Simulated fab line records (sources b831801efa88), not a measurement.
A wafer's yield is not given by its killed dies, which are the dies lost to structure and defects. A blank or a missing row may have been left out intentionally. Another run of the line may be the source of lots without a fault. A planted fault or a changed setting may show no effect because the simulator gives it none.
fab line records | flow gf180mcu
record lots=24 wafers=72 last-day=34
route steps=602 shown STI@25 POLY_GATE@168 HV_LDD@183 SAB@277
lots that met no fault: from a run of the same line without faults
start-h: start of the lot's first displayed wafer, in hours after the record's first day | wait-h: hours since the lot's step before | " unchanged from the row above | L1.1+2: a single row standing in for several wafers | - no value present, or no start provided | * or withheld: withheld | < > ~ a bound
route shown NAME@n: names a module that has steps shown in the file, with the first one's number in the route | usual: mean and standard deviation over wafers with no fault | same: alike in all rows | chamber/n: place in a boat | sites: the reading at each site | _std_site: standard deviation of those values | _edge_site: outer sites' mean less inner sites' | radius-mm: how far each site lies from the wafer's centre | mask NAME#n: copy n | behind: the tool/chamber that last shaped the wafer | hold: what put the lot on hold/how long, in hours/how the hold closed | device: the n, p or np transistor that did not switch | end of line: the route-end tests of the same wafers | a step with no rows: only its recipe | killed: dies lost to structure and defects at the first sort, not the wafer's yield | map: dies across one wafer; x = killed, . = not, _ = none there
set.NAME: the setting as run; set.NAME@STEP: as run at that earlier step | model.NAME: the simulator's own value behind a step, which no gauge read
route steps across a sampled set of lots; one table per step, one row per wafer
services: when a tool's chamber went out of use (start-h, in hours from the record's first day, below 0 if earlier), for how many hours, and the reason
## steps
# step GF_STI_THK_MEAS_24
# recipe reads=SiO2_of_STI_CVD_23
# usual STI_CVD_23_THK=651/7.2
# columns lot.wafer tool chamber start-h wait-h STI_CVD_23_THK[nm]
L074.4 film-metro-04 - 28.21 0.0 641
L074.5 " - " " 647
L074.6 " - " " 647
L075.1 film-metro-04 - 33.06 0.0 653
L075.2 " - " " 657
L075.4 " - " " 656
L076.2 film-metro-02 - 36.76 0.0 642
L076.3 " - " " 652
L076.6 " - " " 658
L077.1 film-metro-02 - 43.02 0.0 646
L077.3 " - " " 656
L077.5 " - " " 656
L078.4 film-metro-01 - 48.09 0.0 656
L078.5 " - " " 641
L078.6 " - " " 640
L079.2 film-metro-01 - 52.73 0.0 639
L079.3 " - " " 654
L079.4 " - " " 646
L080.1 film-metro-01 - 59.03 0.0 649
L080.3 " - " " 642
L080.6 " - " " 652
L081.1 film-metro-04 - 63.70 0.0 645
L081.2 " - " " 654
L081.5 " - " " 651
L082.1 film-metro-01 - 68.89 0.0 648
L082.4 " - " " 663
L082.5 " - " " 646
L083.1 film-metro-04 - 75.07 0.0 656
L083.3 " - " " 640
L083.6 " - " " 637
L084.2 film-metro-01 - 82.00 0.0 662
L084.4 " - " " 646
L084.5 " - " " 661
L085.3 film-metro-02 - 88.92 0.1 649
L085.4 " - " " 660
L085.6 " - " " 645
L086.2 film-metro-01 - 95.63 0.0 657
L086.5 " - " " 667
L086.6 " - " " 653
L087.1 film-metro-04 - 95.63 0.0 649
L087.3 " - " " 651
L087.5 " - " " 652
L088.1 film-metro-01 - 100.83 0.0 656
L088.4 " - " " 653
L088.6 " - " " 654
L089.2 film-metro-02 - 109.12 0.0 656
L089.3 " - " " 657
L089.4 " - " " 655
L090.1 film-metro-01 - 109.40 0.0 650
L090.2 " - " " 645
L090.5 " - " " 648
L091.3 film-metro-04 - 117.68 0.1 653
L091.4 " - " " 654
L091.5 " - " " 663
L092.1 film-metro-04 - 121.17 0.0 654
L092.2 " - " " 650
L092.5 " - " " 646
L093.1 film-metro-01 - 124.51 0.0 662
L093.2 " - " " 642
L093.4 " - " " 653
L094.1 film-metro-01 - 131.06 0.0 659
L094.2 " - " " 649
L094.3 " - " " 653
L095.1 film-metro-01 - 136.14 0.0 657
L095.3 " - " " 664
L095.5 " - " " 656
L096.2 film-metro-02 - 140.48 0.0 647
L096.4 " - " " 653
L096.5 " - " " 659
L097.3 film-metro-02 - 146.45 0.1 657
L097.4 " - " " 648
L097.5 " - " " 644
# step GF_POLY_GATE_OVL_MEAS_11
# usual POLY_GATE_OVL=-1/5.3
# columns lot.wafer tool chamber start-h wait-h POLY_GATE_OVL[nm]
L074.4 overlay-01 - 196.16 0.1 -4
L074.5 " - " " -2
L074.6 " - " " -1
L075.1 overlay-01 - 201.10 0.1 5
L075.2 " - " " 7
L075.4 " - " " 3
L076.2 overlay-01 - 206.44 0.1 4
L076.3 " - " " 4
L076.6 " - " " 1
L077.1 overlay-02 - 215.73 0.1 0
L077.3 " - " " -4
L077.5 " - " " -5
L078.4 overlay-01 - 222.20 0.1 6
L078.5 " - " " -10
L078.6 " - " " -3
L079.2 overlay-02 - 226.00 0.1 -2
L079.3 " - " " -1
L079.4 " - " " -2
L080.1 overlay-02 - 238.55 0.1 -6
L080.3 " - " " -3
L080.6 " - " " -6
L081.1 overlay-01 - 244.59 0.1 -3
L081.2 " - " " -7
L081.5 " - " " -6
L082.1 overlay-02 - 252.65 0.1 -2
L082.4 " - " " -3
L082.5 " - " " -4
L083.1 overlay-01 - 260.87 0.1 -4
L083.3 " - " " 2
L083.6 " - " " -2
L084.2 overlay-02 - 283.84 0.1 -7
L084.4 " - " " -2
L084.5 " - " " -4
L085.3 overlay-02 - 292.54 0.1 -3
L085.4 " - " " -1
L085.6 " - " " -4
L086.2 overlay-01 - 301.75 0.1 -1
L086.5 " - " " 4
L086.6 " - " " 11
L087.1 overlay-01 - 302.10 0.1 1
L087.3 " - " " 0
L087.5 " - " " 1
L088.1 overlay-01 - 303.59 0.1 -2
L088.4 " - " " 0
L088.6 " - " " -5
L090.1 overlay-02 - 311.24 0.1 -4
L090.2 " - " " -1
L090.5 " - " " 0
L089.2 overlay-02 - 311.59 0.1 2
L089.3 " - " " 0
L089.4 " - " " 0
L091.3 overlay-02 - 320.04 0.1 5
L091.4 " - " " 2
L091.5 " - " " 1
L092.1 overlay-02 - 321.94 0.1 -2
L092.2 " - " " 1
L092.5 " - " " -9
L093.1 overlay-01 - 330.75 0.1 -11
L093.2 " - " " -6
L093.4 " - " " -12
L094.1 overlay-02 - 338.00 0.1 -6
L094.2 " - " " -9
L094.3 " - " " -6
L095.1 overlay-01 - 345.68 0.1 -11
L095.3 " - " " -2
L095.5 " - " " -8
L096.2 overlay-01 - 351.09 0.1 6
L096.4 " - " " -1
L096.5 " - " " 8
L097.3 overlay-01 - 359.81 0.1 11
L097.4 " - " " 11
L097.5 " - " " 7
# step GF_HV_LDD_CD_MEAS_07
# recipe target-cd-nm=400
# usual cd-nm=399.5/2.2
# columns lot.wafer tool chamber start-h wait-h cd-nm
L074.4 cd-sem-01 - 215.09 0.1 395.9
L074.5 " - " " 397.5
L074.6 " - " " 394.7
L075.1 cd-sem-01 - 220.97 0.1 399.6
L075.2 " - " " 399.2
L075.4 " - " " 399.5
L076.2 cd-sem-01 - 226.05 0.1 400.3
L076.3 " - " " 402.2
L076.6 " - " " 400.9
L077.1 cd-sem-02 - 235.93 0.1 399.2
L077.3 " - " " 399.7
L077.5 " - " " 402.3
L078.4 cd-sem-02 - 241.49 0.1 399.1
L078.5 " - " " 398.0
L078.6 " - " " 399.9
L079.2 cd-sem-01 - 246.05 0.1 402.1
L079.3 " - " " 404.1
L079.4 " - " " 402.7
L080.1 cd-sem-02 - 258.68 0.1 397.9
L080.3 " - " " 396.2
L080.6 " - " " 396.8
L081.1 cd-sem-02 - 275.63 0.1 401.4
L081.2 " - " " 401.0
L081.5 " - " " 403.1
L082.1 cd-sem-02 - 276.13 0.1 396.4
L082.4 " - " " 396.1
L082.5 " - " " 398.3
L083.1 cd-sem-01 - 286.33 0.1 400.9
L083.3 " - " " 401.6
L083.6 " - " " 402.6
L084.2 cd-sem-01 - 305.09 0.1 399.4
L084.4 " - " " 400.0
L084.5 " - " " 400.9
L085.3 cd-sem-02 - 315.92 0.1 397.8
L085.4 " - " " 397.6
L085.6 " - " " 399.8
L086.2 cd-sem-01 - 323.09 0.1 403.0
L086.5 " - " " 403.0
L086.6 " - " " 403.2
L087.1 cd-sem-01 - 324.88 0.1 396.4
L087.3 " - " " 395.8
L087.5 " - " " 397.3
L088.1 cd-sem-02 - 326.83 0.1 397.9
L088.4 " - " " 398.4
L088.6 " - " " 399.6
L090.1 cd-sem-02 - 333.48 0.1 398.8
L090.2 " - " " 402.4
L090.5 " - " " 400.3
L089.2 cd-sem-01 - 333.83 0.1 403.5
L089.3 " - " " 399.9
L089.4 " - " " 399.4
L091.3 cd-sem-01 - 342.52 0.1 403.3
L091.4 " - " " 401.6
L091.5 " - " " 401.1
L092.1 cd-sem-02 - 344.91 0.1 399.5
L092.2 " - " " 400.1
L092.5 " - " " 398.8
L093.1 cd-sem-01 - 355.58 0.1 397.9
L093.2 " - " " 398.6
L093.4 " - " " 399.2
L094.1 cd-sem-01 - 361.58 0.1 400.6
L094.2 " - " " 397.7
L094.3 " - " " 398.8
L095.1 cd-sem-01 - 369.36 0.1 393.7
L095.3 " - " " 394.6
L095.5 " - " " 394.7
L096.2 cd-sem-01 - 375.05 0.1 398.5
L096.4 " - " " 400.7
L096.5 " - " " 397.7
L097.3 cd-sem-02 - 383.42 0.1 399.6
L097.4 " - " " 399.6
L097.5 " - " " 398.7
# step GF_HV_LDD_RTA_52
# recipe temp-c=1000 time-s=10 ambient=N2
# usual lamp-power-pct=36.96/0.12 wafer_temp_C_max=1005.0/0.97
# columns lot.wafer tool chamber start-h wait-h lamp-power-pct wafer_temp_C_max
L074.4 rtp-anneal-02 0 270.72 0.0 37.06 1003.4
L074.5 " 0 " " 37.13 1004.0
L074.6 " 0 " " 37.12 1004.1
L075.1 rtp-anneal-02 0 277.70 0.0 37.10 1004.4
L075.2 " 0 " " 37.09 1004.9
L075.4 " 0 " " 37.05 1005.7
L076.2 rtp-anneal-01 0 282.41 0.0 36.85 1004.5
L076.3 " 0 " " 36.86 1005.2
L076.6 " 0 " " 36.90 1006.5
L077.1 rtp-anneal-02 0 293.24 0.0 37.17 1003.9
L077.3 " 0 " " 37.06 1004.8
L077.5 " 0 " " 37.10 1002.7
L078.4 rtp-anneal-01 0 298.79 0.0 36.89 1005.8
L078.5 " 0 " " 36.85 1005.9
L078.6 " 0 " " 36.84 1005.8
L079.2 rtp-anneal-02 0 304.64 0.0 37.11 1003.9
L079.3 " 0 " " 37.09 1005.0
L079.4 " 0 " " 37.06 1005.5
L080.1 rtp-anneal-01 0 318.04 0.0 36.82 1006.7
L080.3 " 0 " " 36.88 1006.3
L080.6 " 0 " " 36.85 1005.5
L081.1 rtp-anneal-02 0 339.03 0.0 37.15 1004.3
L081.2 " 0 " " 37.14 1003.5
L081.5 " 0 " " 37.07 1004.5
L082.1 rtp-anneal-01 0 339.29 0.0 36.91 1004.8
L082.4 " 0 " " 36.92 1006.3
L082.5 " 0 " " 36.88 1005.3
L083.1 rtp-anneal-01 0 350.45 0.0 36.92 1006.2
L083.3 " 0 " " 36.81 1004.4
L083.6 " 0 " " 36.89 1005.3
L084.2 rtp-anneal-01 0 371.81 0.0 36.89 1004.6
L084.4 " 0 " " 36.85 1003.8
L084.5 " 0 " " 36.89 1003.8
L085.3 rtp-anneal-02 0 382.49 0.0 37.07 1004.2
L085.4 " 0 " " 37.09 1004.9
L085.6 " 0 " " 37.15 1005.6
L086.2 rtp-anneal-01 0 389.47 0.0 36.89 1007.6
L086.5 " 0 " " 36.86 1004.1
L086.6 " 0 " " 36.90 1004.3
L087.1 rtp-anneal-02 0 392.48 0.0 37.08 1005.0
L087.3 " 0 " " 37.16 1003.8
L087.5 " 0 " " 37.17 1005.4
L088.1 rtp-anneal-01 0 394.73 0.0 36.83 1006.5
L088.4 " 0 " " 36.81 1006.2
L088.6 " 0 " " 36.86 1006.4
L090.1 rtp-anneal-02 0 401.64 0.0 37.13 1005.4
L090.2 " 0 " " 37.09 1005.0
L090.5 " 0 " " 37.12 1004.8
L089.2 rtp-anneal-01 0 403.51 0.0 36.88 1004.8
L089.3 " 0 " " 36.87 1004.4
L089.4 " 0 " " 36.94 1005.1
L091.3 rtp-anneal-01 0 411.60 0.0 36.92 1006.5
L091.4 " 0 " " 36.84 1005.3
L091.5 " 0 " " 36.84 1006.0
L092.1 rtp-anneal-01 0 414.73 0.0 36.82 1005.9
L092.2 " 0 " " 36.84 1004.5
L092.5 " 0 " " 36.84 1003.8
L093.1 rtp-anneal-02 0 425.40 0.0 37.15 1004.2
L093.2 " 0 " " 37.12 1004.6
L093.4 " 0 " " 37.11 1004.2
L094.1 rtp-anneal-01 0 432.53 0.0 36.80 1005.6
L094.2 " 0 " " 36.87 1005.1
L094.3 " 0 " " 36.84 1004.2
L095.1 rtp-anneal-01 0 440.39 0.0 36.85 1005.8
L095.3 " 0 " " 36.88 1006.6
L095.5 " 0 " " 36.88 1004.9
L096.2 rtp-anneal-02 0 447.76 0.0 37.11 1005.0
L096.4 " 0 " " 37.11 1005.0
L096.5 " 0 " " 37.03 1004.0
L097.3 rtp-anneal-01 0 456.05 0.0 36.88 1006.8
L097.4 " 0 " " 36.82 1005.2
L097.5 " 0 " " 36.86 1004.4
# step GF_HV_LDD_ETCHBACK_58
# recipe chemistry=CH3F/O2 target=Si3N4 stop-on=SiO2 source-w=400 bias-w=80 pressure-mtorr=25 ch3f-flow-sccm=40 O2_flow_sccm=30 time-s=100 target-depth-a=900
# usual drypump-motor-current-A=5.6/0.49 oes-product-au=0.844/0.0069 throttle-valve-pct=10.562/0.0092
# columns lot.wafer tool chamber start-h wait-h drypump-motor-current-A oes-product-au rf-hours-counter-h throttle-valve-pct
L074.4 rie-diel-01 1 273.44 0.0 5.2 0.853 53 10.575
L074.5 " 3 " " 6.0 0.855 - 10.554
L074.6 " 0 " " 5.4 0.850 - 10.563
L075.1 rie-diel-02 2 280.45 0.1 5.8 0.854 4 10.559
L075.2 " 0 " " 6.2 0.842 6 10.576
L075.4 " 3 " " 4.8 0.864 2 10.560
L076.2 rie-diel-04 3 285.22 0.0 5.7 0.843 83 10.571
L076.3 " 1 " " 5.6 0.854 115 10.573
L076.6 " 0 " " 5.3 0.834 - 10.558
L077.1 rie-diel-04 3 296.00 0.1 5.8 0.841 83 10.583
L077.3 " 2 " " 6.2 0.848 8 10.563
L077.5 " 2 " " 6.3 0.844 - 10.548
L078.4 rie-diel-04 3 301.51 0.0 5.8 0.841 83 10.556
L078.5 " 0 " " 5.3 0.838 - 10.554
L078.6 " 3 " " 5.7 0.837 - 10.586
L079.2 rie-diel-04 3 307.39 0.0 5.8 0.845 83 10.566
L079.3 " 2 " " 6.3 0.838 8 10.555
L079.4 " 1 " " 5.7 0.850 115 10.568
L080.1 rie-diel-04 1 320.79 0.1 5.7 0.846 115 10.558
L080.3 " 3 " " 5.8 0.839 84 10.558
L080.6 " 1 " " 5.7 0.833 - 10.574
L081.1 rie-diel-02 3 341.81 0.1 4.8 0.859 4 10.557
L081.2 " 0 " " 6.2 0.849 7 10.550
L081.5 " 0 " " 6.2 0.849 - 10.575
L082.1 rie-diel-01 2 342.05 0.1 6.5 0.851 56 10.561
L082.4 " 0 " " 5.4 0.843 - 10.547
L082.5 " 1 " " 5.2 0.858 - 10.573
L083.1 rie-diel-02 2 353.21 0.1 5.8 0.834 7 10.542
L083.3 " 3 " " 4.8 0.838 4 10.555
L083.6 " 0 " " 6.2 0.836 - 10.568
L084.2 rie-diel-02 2 375.39 0.0 5.8 0.842 7 10.561
L084.4 " 0 " " 6.2 0.837 9 10.562
L084.5 " 3 " " 4.8 0.840 - 10.533
L085.3 rie-diel-02 1 385.23 0.0 5.1 0.847 14 10.566
L085.4 " 2 " " 5.8 0.837 8 10.561
L085.6 " 1 " " 5.1 0.844 - 10.574
L086.2 rie-diel-02 2 392.72 0.0 5.8 0.853 8 10.554
L086.5 " 1 " " 5.1 0.848 - 10.553
L086.6 " 2 " " 5.8 0.846 - 10.567
L087.1 rie-diel-04 3 396.51 0.1 5.7 0.841 86 10.552
L087.3 " 2 " " 6.3 0.836 11 10.557
L087.5 " 3 " " 5.8 0.849 - 10.560
L088.1 rie-diel-02 0 399.12 0.1 6.2 0.846 9 10.554
L088.4 " 2 " " 5.8 0.846 8 10.565
L088.6 " 1 " " 5.1 0.835 - 10.556
L090.1 rie-diel-04 2 404.40 0.1 6.2 0.848 11 10.581
L090.2 " 3 " " 5.7 0.856 86 10.562
L090.5 " 3 " " 5.7 0.844 - 10.564
L089.2 rie-diel-02 1 406.91 0.0 5.1 0.852 14 10.561
L089.3 " 2 " " 5.8 0.843 8 10.557
L089.4 " 3 " " 4.8 0.841 6 10.563
L091.3 rie-diel-04 2 414.34 0.0 6.3 0.841 11 10.572
L091.4 " 1 " " 5.7 0.835 0 10.575
L091.5 " 2 " " 6.3 0.833 - 10.545
L092.1 rie-diel-04 3 417.54 0.1 5.8 0.846 87 10.570
L092.2 " 2 " " 6.3 0.836 11 10.552
L092.5 " 3 " " 5.8 0.844 - 10.566
L093.1 rie-diel-01 3 428.15 0.1 6.0 0.842 2 10.566
L093.2 " 1 " " 5.2 0.835 58 10.560
L093.4 " 2 " " 6.5 0.834 59 10.565
L094.1 rie-diel-04 3 435.29 0.1 5.7 0.847 87 10.554
L094.2 " 0 " " 5.3 0.857 71 10.567
L094.3 " 1 " " 5.7 0.847 1 10.555
L095.1 rie-diel-02 1 443.15 0.1 5.1 0.856 15 10.545
L095.3 " 3 " " 4.7 0.850 7 10.557
L095.5 " 1 " " 5.1 0.842 - 10.557
L096.2 rie-diel-01 3 450.50 0.0 6.0 0.847 2 10.552
L096.4 " 2 " " 6.5 0.845 60 10.568
L096.5 " 3 " " 6.0 0.844 - 10.559
L097.3 rie-diel-01 0 458.78 0.0 5.4 0.835 57 10.571
L097.4 " 1 " " 5.3 0.833 59 10.560
L097.5 " 1 " " 5.2 0.835 - 10.564
# step GF_SAB_STRIP_13
# recipe chemistry=O2/N2 power-w=1400 pressure-mtorr=1500 platen-temp-c=250 o2-flow-sccm=3000 n2-flow-sccm=300 overash-fraction=0.5
# usual drypump-motor-current-A=5.44/0.25 heater-power-w=351/49 oes-product-au=0.710/0.0045 platen-temp-c=250.01/0.17 strip-time-to-endpoint-s=12.59/0.034
# columns lot.wafer tool chamber start-h wait-h drypump-motor-current-A heater-power-w oes-product-au platen-temp-c rf-hours-counter-h strip-time-to-endpoint-s
L074.4 plasma-asher-01 1 333.35 0.0 5.52 281 0.705 249.84 - 12.58
L074.5 " 0 " " 5.68 401 0.710 249.87 - 12.59
L074.6 " 1 " " 5.53 291 0.712 249.86 - 12.61
L075.1 plasma-asher-04 0 342.17 0.0 5.08 288 0.710 250.20 68 12.57
L075.2 " 1 " " 5.60 387 0.713 250.07 68 12.57
L075.4 " 0 " " 5.06 291 0.720 250.23 - 12.57
L076.2 plasma-asher-04 0 349.32 0.0 5.07 291 0.717 249.83 69 12.61
L076.3 " 1 " " 5.60 387 0.712 249.89 - 12.55
L076.6 " 1 " " 5.61 389 0.715 250.00 - 12.65
L077.1 plasma-asher-01 1 360.93 0.0 5.52 290 0.715 249.64 25 12.66
L077.3 " 1 " " 5.54 283 0.709 250.11 - 12.66
L077.5 " 0 " " 5.66 411 0.708 250.09 - 12.66
L078.4 plasma-asher-02 0 366.37 0.0 5.74 408 0.711 250.00 - 12.66
L078.5 " 0 " " 5.68 411 0.717 250.00 - 12.61
L078.6 " 1 " " 5.12 332 0.706 249.86 - 12.61
L079.2 plasma-asher-02 1 372.82 0.0 5.22 331 0.707 250.35 73 12.62
L079.3 " 0 " " 5.69 401 0.719 250.13 - 12.63
L079.4 " 1 " " 5.24 326 0.714 250.04 - 12.62
L080.1 plasma-asher-04 1 385.83 0.0 5.60 387 0.714 250.22 73 12.60
L080.3 " 0 " " 5.05 294 0.706 250.06 - 12.55
L080.6 " 0 " " 5.06 293 0.707 250.03 - 12.60
L081.1 plasma-asher-02 0 409.67 0.0 5.69 396 0.707 249.77 76 12.60
L081.2 " 1 " " 5.21 323 0.705 249.82 76 12.56
L081.5 " 0 " " 5.70 401 0.712 250.14 - 12.58
L082.1 plasma-asher-02 1 411.17 0.0 5.22 329 0.715 249.81 77 12.60
L082.4 " 1 " " 5.20 335 0.706 249.81 - 12.57
L082.5 " 1 " " 5.21 330 0.717 249.87 - 12.61
L083.1 plasma-asher-02 0 423.57 0.0 5.68 393 0.714 249.81 79 12.56
L083.3 " 1 " " 5.21 332 0.710 250.13 - 12.58
L083.6 " 1 " " 5.18 332 0.715 249.93 - 12.59
L084.2 plasma-asher-02 1 447.24 0.0 5.20 327 0.713 249.85 82 12.59
L084.4 " 1 " " 5.22 330 0.710 249.76 - 12.59
L084.5 " 0 " " 5.64 394 0.708 249.77 - 12.62
L085.3 plasma-asher-01 1 457.60 0.0 5.51 287 0.713 250.10 - 12.58
L085.4 " 0 " " 5.67 398 0.707 250.43 - 12.62
L085.6 " 1 " " 5.52 280 0.715 250.00 - 12.62
L086.2 plasma-asher-04 0 470.13 0.0 5.07 288 0.710 250.07 1 12.56
L086.5 " 1 " " 5.62 390 0.705 250.25 - 12.58
L086.6 " 0 " " 5.04 293 0.714 250.09 - 12.56
L087.1 plasma-asher-02 0 470.22 0.0 5.69 396 0.705 249.81 85 12.56
L087.3 " 0 " " 5.70 400 0.712 249.71 - 12.57
L087.5 " 0 " " 5.68 395 0.711 250.05 - 12.57
L088.1 plasma-asher-04 0 472.27 0.0 5.07 289 0.707 250.23 2 12.53
L088.4 " 1 " " 5.60 383 0.710 250.04 - 12.56
L088.6 " 1 " " 5.61 396 0.708 250.09 - 12.55
L090.1 plasma-asher-02 0 476.68 0.0 5.67 401 0.708 249.89 87 12.54
L090.2 " 1 " " 5.23 337 0.712 249.77 87 12.53
L090.5 " 1 " " 5.19 322 0.707 249.71 - 12.54
L089.2 plasma-asher-02 1 478.78 0.0 5.13 328 0.710 250.30 87 12.56
L089.3 " 1 " " 5.17 334 0.705 249.46 - 12.57
L089.4 " 0 " " 5.71 405 0.713 250.08 - 12.57
L091.3 plasma-asher-02 1 487.59 0.0 5.18 334 0.710 250.05 - 12.58
L091.4 " 0 " " 5.69 399 0.716 249.84 - 12.57
L091.5 " 0 " " 5.70 391 0.715 249.97 - 12.56
L092.1 plasma-asher-04 0 501.57 0.0 5.06 288 0.709 250.12 5 12.68
L092.2 " 1 " " 5.61 376 0.711 250.04 5 12.61
L092.5 " 0 " " 5.05 287 0.721 250.03 - 12.62
L093.1 plasma-asher-01 0 501.87 0.0 5.67 409 0.710 250.26 41 12.62
L093.2 " 1 " " 5.53 280 0.712 250.03 41 12.59
L093.4 " 1 " " 5.54 284 0.711 249.88 - 12.59
L094.1 plasma-asher-01 0 507.97 0.0 5.69 412 0.705 249.65 42 12.62
L094.2 " 1 " " 5.55 285 0.710 249.82 42 12.59
L094.3 " 0 " " 5.67 406 0.713 249.98 - 12.59
L095.1 plasma-asher-01 0 516.18 0.0 5.68 413 0.709 250.08 43 12.62
L095.3 " 0 " " 5.67 399 0.708 249.83 - 12.60
L095.5 " 0 " " 5.68 402 0.706 249.94 - 12.60
L096.2 plasma-asher-04 1 523.32 0.0 5.61 400 0.717 250.13 7 12.62
L096.4 " 1 " " 5.61 392 0.709 250.33 - 12.65
L096.5 " 0 " " 5.06 291 0.702 250.09 - 12.61
L097.3 plasma-asher-04 0 532.21 0.0 5.05 288 0.705 249.86 - 12.61
L097.4 " 1 " " 5.62 382 0.712 250.05 - 12.61
L097.5 " 0 " " 5.05 289 0.705 250.03 - 12.61
## services
# columns tool chamber start-h hours kind
plasma-asher-01 - 250.63 2.8 pm
rie-diel-01 2 263.66 2.7 repair
rie-diel-02 3 288.63 6.1 repair
rie-diel-01 - 291.70 0.8 repair
rie-diel-01 3 333.43 2.3 repair
rtp-anneal-01 - 340.98 4.9 pm
rie-diel-02 - 382.12 2.8 pm
plasma-asher-02 - 382.64 2.8 pm
rie-diel-04 0 390.37 5.8 repair
rie-diel-02 2 402.26 1.6 repair
plasma-asher-04 - 405.46 23.1 pm
plasma-asher-04 - 428.53 9.0 pm
plasma-asher-04 - 438.36 28.1 pm
rie-diel-02 1 448.62 3.3 repair
rie-diel-02 - 449.51 1.3 repair
rie-diel-04 2 455.12 1.3 repair
rie-diel-02 0 459.95 22.9 repair
rie-diel-04 3 460.75 15.6 repair
plasma-asher-01 - 466.46 10.0 pm
plasma-asher-01 - 501.06 0.8 repair
plasma-asher-04 - 510.73 1.6 repair
rie-diel-02 2 513.68 5.0 repair
plasma-asher-02 - 528.56 1.5 repair
plasma-asher-02 - 529.96 3.8 repair
## key
fault none
